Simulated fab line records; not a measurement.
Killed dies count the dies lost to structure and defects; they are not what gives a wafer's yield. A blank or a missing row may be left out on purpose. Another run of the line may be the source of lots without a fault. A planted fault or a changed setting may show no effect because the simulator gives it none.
A lot that was struck, set against a sound lot    flow sky130    14 steps out of a route of 708
Sound: wafers L398.2, L398.5, L398.6. Wafers L407.2, L407.4, L407.6 were the ones struck. The cause is given at the end.
At each step with rows: each side's tool, then ch and its chambers, then its first start. Under that, the readings that differ: sound wafers    struck wafers    difference of the means    sigmas: that difference in standard deviations of wafers without a fault.
alike: a reading whose means differ by less than 2 such deviations, as well as words and numbers matching on both sides. not compared: withheld readings; readings where some wafer has no value; bounds like >300 that might hide an equal value; numbers whose values overlap and for which the record gives no deviation.
The two part at a step that has a row with sigmas, a row that says differs or no value, or rows on one side only. Numbers that have no deviation but don't overlap get no sigmas and don't part them. A reading that every wafer of one side lacks parts them only if that side has two wafers or more.

SKY_LDD_P_OVL_MEAS_08:
  sound on overlay-02, day 20 17:34; struck on overlay-01, day 23 16:28
  alike: LDD_P_OVL
next, for these wafers, 1 step has no rows: SKY_LDD_P_IMPLANT_09.
SKY_LDD_P_STRIP_10: strips in O2/N2.
  sound on plasma_asher-02 ch 0,1, day 20 17:44; struck on plasma_asher-04 ch 0,1, day 23 16:38
  alike: chamber_pressure_mTorr, drypump_motor_current_A, oes_product_au, strip_time_to_endpoint_s
  not compared: rf_hours_counter_h
SKY_LDD_P_TW_MEAS_11:
  sound on film_metro-04, day 20 17:51; struck on film_metro-04, day 23 16:45
  alike: LDD_P_TW
then, 7 steps without rows for these wafers: SKY_LDD_HVN_DEHYDRATE_00 (time 60 s); SKY_LDD_HVN_HMDS_01 (prime time 60 s); SKY_LDD_HVN_COAT_02 (resist thk 300 nm); SKY_LDD_HVN_SOFTBAKE_03 (time 60 s); SKY_LDD_HVN_EXPOSE_04 (exposes mask HVNTM, target cd 700 nm); SKY_LDD_HVN_PEB_05; SKY_LDD_HVN_DEVELOP_06 (develop time 60 s).
SKY_LDD_HVN_OVL_MEAS_07:
  sound on overlay-02, day 21 23:40; struck on overlay-02, day 24 21:13
  alike: LDD_HVN_OVL
SKY_LDD_HVN_IMPLANT_08:
  sound on implanter-04 ch 0, day 21 23:43; struck on implanter-03 ch 0, day 24 21:17
reading                    sound                 struck                difference  sigmas
beam_energy_keV            59.988 60.022 59.992  61.883 61.854 61.892  +1.876      +94
model.implant.rp_nm (nm)   56.17 56.17 56.17     57.72 57.72 57.72     +1.55       
model.implant.drp_nm (nm)  28.15 28.15 28.15     28.92 28.92 28.92     +0.77       
SKY_LDD_HVN_STRIP_09: strips in O2/N2.
  sound on plasma_asher-01 ch 0,1, day 21 23:50; struck on plasma_asher-01 ch 1, day 24 21:24
  alike: chamber_pressure_mTorr, drypump_motor_current_A, oes_product_au, strip_time_to_endpoint_s
  not compared: rf_hours_counter_h

== WHERE THEY PART ==
Only at SKY_LDD_HVN_IMPLANT_08, as far as this record shows. Later steps at which nothing parts them and some readings are alike: SKY_LDD_HVN_STRIP_09.

WHY: what the simulator had put in
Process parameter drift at SKY_LDD_HVN_IMPLANT_08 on implanter-03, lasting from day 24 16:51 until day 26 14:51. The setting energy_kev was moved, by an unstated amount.
